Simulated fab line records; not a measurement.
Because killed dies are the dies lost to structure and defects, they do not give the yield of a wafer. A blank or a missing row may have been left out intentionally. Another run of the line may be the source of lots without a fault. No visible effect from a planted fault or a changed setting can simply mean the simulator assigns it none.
Problem report in the 8D (eight disciplines) form, filled by code -- flow sky130 -- the parts of the form that need people (team, actions taken, sign-off) are left out

1. THE ISSUE
VIA4_HDPCVD_THK at SKY_VIA4_THK_MEAS_01 reads a mean of 1078 nm on 3 wafers of 2 lots; wafers without a fault read 1743 nm with a standard deviation of 24. Measured from the usual mean, that is -28 standard deviations.
First seen on wafer L333.1, day 46 17:46, on filmMetro-01. The record holds 39 wafers of 13 lots with a number at this step. Rule for "out" (also "out of limits"): further than 4 standard deviations from the usual mean. All remaining wafers that have a number are taken as sound.

2. WHAT IT IS AND WHAT IT IS NOT
question,is,is not
which readings at this step,VIA4_HDPCVD_THK,-
which lots,"L333, L334","L314, L317, L318, L319, L320, L321, L322, L323, L324, L330, L335"
which wafers of those lots,"L333.1, L333.5, L334.5","L333.3, L334.2, L334.3"
read on which gauges,"filmMetro-01, filmMetro-02",filmMetro-03
when,from day 46 17:46,"up to then (31 sound wafers); but 5 sound wafers of L334, L335 came after"

3. SUSPECTS, AND WHAT RULES EACH OUT
Counting: a tool at a process step up to the reading stays a suspect if it ran every lot that is out. Sound lots after the first of them don't rule it out here, since some wafers of a struck lot are sound.
- the gauge at SKY_VIA4_THK_MEAS_01 is ruled out. Those wafers that are out were read across 2 gauges (filmMetro-01, filmMetro-02).
- pvdSputter-03 at SKY_VIA3_SPUTTER_20 (material TiN, target thk 20 nm, time 80 s): kept. It processed each lot that is out (first: L333, day 44 19:52); up to then, its last sound lot is L330 (day 44 00:11).
- hdpcvd-01 at SKY_VIA4_HDPCVD_00 (deposits SiO2, target thk 1750 nm, time 291.7 s): kept. It processed each lot that is out (first: L333, day 46 17:35); up to then, its last sound lot is L323 (day 44 17:12).
The count leaves hdpcvd-01 at SKY_VIA4_HDPCVD_00 and pvdSputter-03 at SKY_VIA3_SPUTTER_20.

4. THE CAUSE (what the simulator had put in)
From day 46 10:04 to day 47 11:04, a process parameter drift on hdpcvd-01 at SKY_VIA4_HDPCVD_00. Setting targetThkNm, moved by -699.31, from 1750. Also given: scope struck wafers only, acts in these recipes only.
This tool is one of the 2 suspects left after counting.

5. SEQUENCE OF EFFECTS, ordered by route
Rows list readings where the struck wafers' mean (over those with a number) sits beyond 3 standard deviations from the usual. Scope: only readings with a usual standard deviation given in the record; hours: median across lots of the time from each lot's start at the first step in this table that gives one to its start at this step; sigmas: change in usual standard deviations.
hours,step,reading,usual,on struck wafers,change,sigmas
0,SKY_VIA4_THK_MEAS_01,VIA4_HDPCVD_THK,1743 nm,1078,-665,-28
At these later measuring or inspecting steps, every struck wafer for which the step has a row has a number for every such reading, and none has moved that far: SKY_METAL5_THK_MEAS_06.

6. HOW IT WOULD HAVE BEEN CAUGHT EARLIER
Counted from the fault's start at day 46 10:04, it took 8 hours until the first out-of-limits reading at a measuring or inspecting step in this record, taken at day 46 17:46.
Lots out: 2; of these, L334 started SKY_VIA4_HDPCVD_00 on hdpcvd-01 after day 46 17:46. It would have been spared by a hold on the tool at that moment.
